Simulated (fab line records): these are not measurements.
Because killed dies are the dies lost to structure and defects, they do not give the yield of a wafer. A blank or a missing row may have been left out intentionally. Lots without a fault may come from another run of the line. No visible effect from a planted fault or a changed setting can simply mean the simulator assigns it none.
The tool behind it: which one? :: flow gf180mcu :: 13 lots with 39 wafers sampled at 5 steps, on a route of 602 steps

## WHAT THE GAUGES SHOWED, per wafer
GF_V5_THK_MEAS_03.
lot: L290
measured: day 26 21:25
on: film metro-01
V5_CVD_02_THK (nm): 1468 1450 1468

lot: L288
measured: day 27 01:02
on: film metro-02
V5_CVD_02_THK (nm): 1446 1448 1482

lot: L289
measured: day 27 02:13
on: film metro-04
V5_CVD_02_THK (nm): 1458 1439 1462

lot: L287
measured: day 27 05:34
on: film metro-01
V5_CVD_02_THK (nm): 1450 1446 1429

lot: L293
measured: day 27 15:14
on: film metro-04
V5_CVD_02_THK (nm): 1398 1466 1433

lot: L294
measured: day 28 01:55
on: film metro-01
V5_CVD_02_THK (nm): 1428 1445 1439

lot: L295
measured: day 28 04:49
on: film metro-04
V5_CVD_02_THK (nm): 1427 1455 1474

lot: L297
measured: day 28 21:38
on: film metro-02
V5_CVD_02_THK (nm): 1430 1449 1468

lot: L298
measured: day 29 05:29
on: film metro-02
V5_CVD_02_THK (nm): 1461 1474 1474

lot: L300
measured: day 29 21:08
on: film metro-01
V5_CVD_02_THK (nm): 1431 1442 1467

lot: L302
measured: day 30 18:20
on: film metro-01
V5_CVD_02_THK (nm): 1433 1449 1867

lot: L304
measured: day 30 23:10
on: film metro-02
V5_CVD_02_THK (nm): 1442 1451 1451

lot: L310
measured: day 32 13:14
on: film metro-02
V5_CVD_02_THK (nm): 1430 1470 1429

GF_V5_OVL_MEAS_15.
lot: L290
measured: day 27 19:57
on: overlay-01
V5_OVL (nm): 2 -8 -5

lot: L288
measured: day 27 23:39
on: overlay-01
V5_OVL (nm): 1 -2 -9

lot: L289
measured: day 28 01:15
on: overlay-01
V5_OVL (nm): -5 -1 -1

lot: L287
measured: day 28 04:00
on: overlay-01
V5_OVL (nm): -6 -3 -7

lot: L293
measured: day 28 12:34
on: overlay-01
V5_OVL (nm): -9 -6 -4

lot: L294
measured: day 28 23:06
on: overlay-01
V5_OVL (nm): -1 0 -1

lot: L295
measured: day 29 02:30
on: overlay-02
V5_OVL (nm): 6 -8 0

lot: L297
measured: day 29 19:12
on: overlay-01
V5_OVL (nm): -4 -7 0

lot: L298
measured: day 30 02:24
on: overlay-02
V5_OVL (nm): -8 -6 0

lot: L300
measured: day 30 16:24
on: overlay-01
V5_OVL (nm): -1 1 9

lot: L302
measured: day 31 12:10
on: overlay-02
V5_OVL (nm): 4 2 3

lot: L304
measured: day 31 17:05
on: overlay-01
V5_OVL (nm): -3 -1 1

lot: L310
measured: day 33 05:25
on: overlay-02
V5_OVL (nm): 3 -1 11

## WHAT TOOL EACH LOT RAN ON (gives the tool, then ch and the chambers of the sampled wafers, and finally the start)
lot: L290
GF_MIM_SPUTTER_02: pvd sputter-04, day 25 00:40
GF_MIM_SPUTTER_04: pvd sputter-04, day 25 00:43
GF_V5_CVD_02: pecvd-01 ch 0,1, day 26 21:18

lot: L288
GF_MIM_SPUTTER_02: pvd sputter-04, day 25 03:04
GF_MIM_SPUTTER_04: pvd sputter-04, day 25 03:07
GF_V5_CVD_02: pecvd-01 ch 1,2, day 27 00:56

lot: L289
GF_MIM_SPUTTER_02: pvd sputter-03, day 25 04:16
GF_MIM_SPUTTER_04: pvd sputter-03, day 25 04:19
GF_V5_CVD_02: pecvd-03 ch 0,2, day 27 02:07

lot: L287
GF_MIM_SPUTTER_02: pvd sputter-04, day 25 07:19
GF_MIM_SPUTTER_04: pvd sputter-04, day 25 07:22
GF_V5_CVD_02: pecvd-02 ch 0,1,2, day 27 05:28

lot: L293
GF_MIM_SPUTTER_02: pvd sputter-03, day 25 18:08
GF_MIM_SPUTTER_04: pvd sputter-03, day 25 18:11
GF_V5_CVD_02: pecvd-02 ch 0,1,2, day 27 15:06

lot: L294
GF_MIM_SPUTTER_02: pvd sputter-01, day 26 04:06
GF_MIM_SPUTTER_04: pvd sputter-01, day 26 04:09
GF_V5_CVD_02: pecvd-01 ch 0,1, day 28 01:49

lot: L295
GF_MIM_SPUTTER_02: pvd sputter-03, day 26 07:01
GF_MIM_SPUTTER_04: pvd sputter-03, day 26 07:04
GF_V5_CVD_02: pecvd-01 ch 1,2, day 28 04:43

lot: L297
GF_MIM_SPUTTER_02: pvd sputter-01, day 27 00:31
GF_MIM_SPUTTER_04: pvd sputter-01, day 27 00:34
GF_V5_CVD_02: pecvd-02 ch 0,1, day 28 21:31

lot: L298
GF_MIM_SPUTTER_02: pvd sputter-01, day 27 08:17
GF_MIM_SPUTTER_04: pvd sputter-01, day 27 08:20
GF_V5_CVD_02: pecvd-01 ch 0,2, day 29 05:23

lot: L300
GF_MIM_SPUTTER_02: pvd sputter-01, day 28 02:07
GF_MIM_SPUTTER_04: pvd sputter-01, day 28 02:10
GF_V5_CVD_02: pecvd-01 ch 0,1,2, day 29 21:01

lot: L302
GF_MIM_SPUTTER_02: pvd sputter-04, day 29 02:16
GF_MIM_SPUTTER_04: pvd sputter-04, day 29 02:19
GF_V5_CVD_02: pecvd-01 ch 0,1,2, day 30 18:14

lot: L304
GF_MIM_SPUTTER_02: pvd sputter-01, day 29 08:55
GF_MIM_SPUTTER_04: pvd sputter-01, day 29 08:58
GF_V5_CVD_02: pecvd-02 ch 1,2, day 30 23:02

lot: L310
GF_MIM_SPUTTER_02: pvd sputter-04, day 31 04:01
GF_MIM_SPUTTER_04: pvd sputter-04, day 31 04:04
GF_V5_CVD_02: pecvd-02 ch 0,1,2, day 32 13:07
- GF_MIM_SPUTTER_02: material AlCu, target thk 450 nm, time 23.9 s.
- GF_MIM_SPUTTER_04: material TiN, target thk 50 nm, time 41.7 s.
- GF_V5_CVD_02: deposits SiO2 from TEOS, target thk 1450 nm, time 163.28 s.

## WHAT THE TOOLS THEMSELVES READ (means of the sampled wafers that have a number; where no wafer has one, the mark that the record gives instead)
GF_MIM_SPUTTER_02.
lot: L290
tool: pvd sputter-04
throttle valve pct (%): 31.4

lot: L288
tool: pvd sputter-04
throttle valve pct (%): 30.2

lot: L289
tool: pvd sputter-03
throttle valve pct (%): 31.7

lot: L287
tool: pvd sputter-04
throttle valve pct (%): 31.5

lot: L293
tool: pvd sputter-03
throttle valve pct (%): 30.6

lot: L294
tool: pvd sputter-01
throttle valve pct (%): 31.4

lot: L295
tool: pvd sputter-03
throttle valve pct (%): 31.0

lot: L297
tool: pvd sputter-01
throttle valve pct (%): 31.1

lot: L298
tool: pvd sputter-01
throttle valve pct (%): 31.0

lot: L300
tool: pvd sputter-01
throttle valve pct (%): 31.1

lot: L302
tool: pvd sputter-04
throttle valve pct (%): 31.1

lot: L304
tool: pvd sputter-01
throttle valve pct (%): 31.4

lot: L310
tool: pvd sputter-04
throttle valve pct (%): 30.6

GF_MIM_SPUTTER_04.
lot: L290
tool: pvd sputter-04
throttle valve pct (%): 31.1

lot: L288
tool: pvd sputter-04
throttle valve pct (%): 30.4

lot: L289
tool: pvd sputter-03
throttle valve pct (%): 31.7

lot: L287
tool: pvd sputter-04
throttle valve pct (%): 31.7

lot: L293
tool: pvd sputter-03
throttle valve pct (%): 30.8

lot: L294
tool: pvd sputter-01
throttle valve pct (%): 31.5

lot: L295
tool: pvd sputter-03
throttle valve pct (%): 31.1

lot: L297
tool: pvd sputter-01
throttle valve pct (%): 31.1

lot: L298
tool: pvd sputter-01
throttle valve pct (%): 31.1

lot: L300
tool: pvd sputter-01
throttle valve pct (%): 31.3

lot: L302
tool: pvd sputter-04
throttle valve pct (%): 31.2

lot: L304
tool: pvd sputter-01
throttle valve pct (%): 31.2

lot: L310
tool: pvd sputter-04
throttle valve pct (%): 30.6

GF_V5_CVD_02.
lot: L290
tool: pecvd-01
heater power w (W): 534

lot: L288
tool: pecvd-01
heater power w (W): 697

lot: L289
tool: pecvd-03
heater power w (W): 669

lot: L287
tool: pecvd-02
heater power w (W): 739

lot: L293
tool: pecvd-02
heater power w (W): 638

lot: L294
tool: pecvd-01
heater power w (W): 545

lot: L295
tool: pecvd-01
heater power w (W): 722

lot: L297
tool: pecvd-02
heater power w (W): 675

lot: L298
tool: pecvd-01
heater power w (W): 618

lot: L300
tool: pecvd-01
heater power w (W): 606

lot: L302
tool: pecvd-01
heater power w (W): 589

lot: L304
tool: pecvd-02
heater power w (W): 662

lot: L310
tool: pecvd-02
heater power w (W): 639

## THE ANSWER, worked out from the rows above alone
Rule: the lots themselves supply what counts as usual. Put in order of their means at a reading, lots are off if they are a third of the lots or fewer, leave a main group of 4 or more, and stand apart from it by a gap of 3 or more times the standard deviation of the main group's means; of several such gaps the widest counts. Not used: any main group whose means are identical at the precision the tables above print for the reading. A lot without any number at a reading at which 4 lots or more have one is off too. All remaining lots with rows at the step are treated as sound. The gauges are gone through in route order, then the tools' own readings, and for those a lot's mean is taken as printed above. The first step at which some lot is off is used, and at that step the reading that is off furthest; a lot without a number counts as furthest.
Off: at GF_V5_THK_MEAS_03 (V5_CVD_02_THK), L302. Mean 1449 nm and standard deviation 10 in the main group.
If a tool, at a process step before that reading, ran all the lots that are off and no sound lot after the first of them, it fits. Gauges at GF_V5_THK_MEAS_03: tried the same way as those tools. This does not decide it: 2 tools fit, namely pecvd-01 at GF_V5_CVD_02 and film metro-01 at GF_V5_THK_MEAS_03.

## WHAT THE SIMULATOR HAD PUT IN
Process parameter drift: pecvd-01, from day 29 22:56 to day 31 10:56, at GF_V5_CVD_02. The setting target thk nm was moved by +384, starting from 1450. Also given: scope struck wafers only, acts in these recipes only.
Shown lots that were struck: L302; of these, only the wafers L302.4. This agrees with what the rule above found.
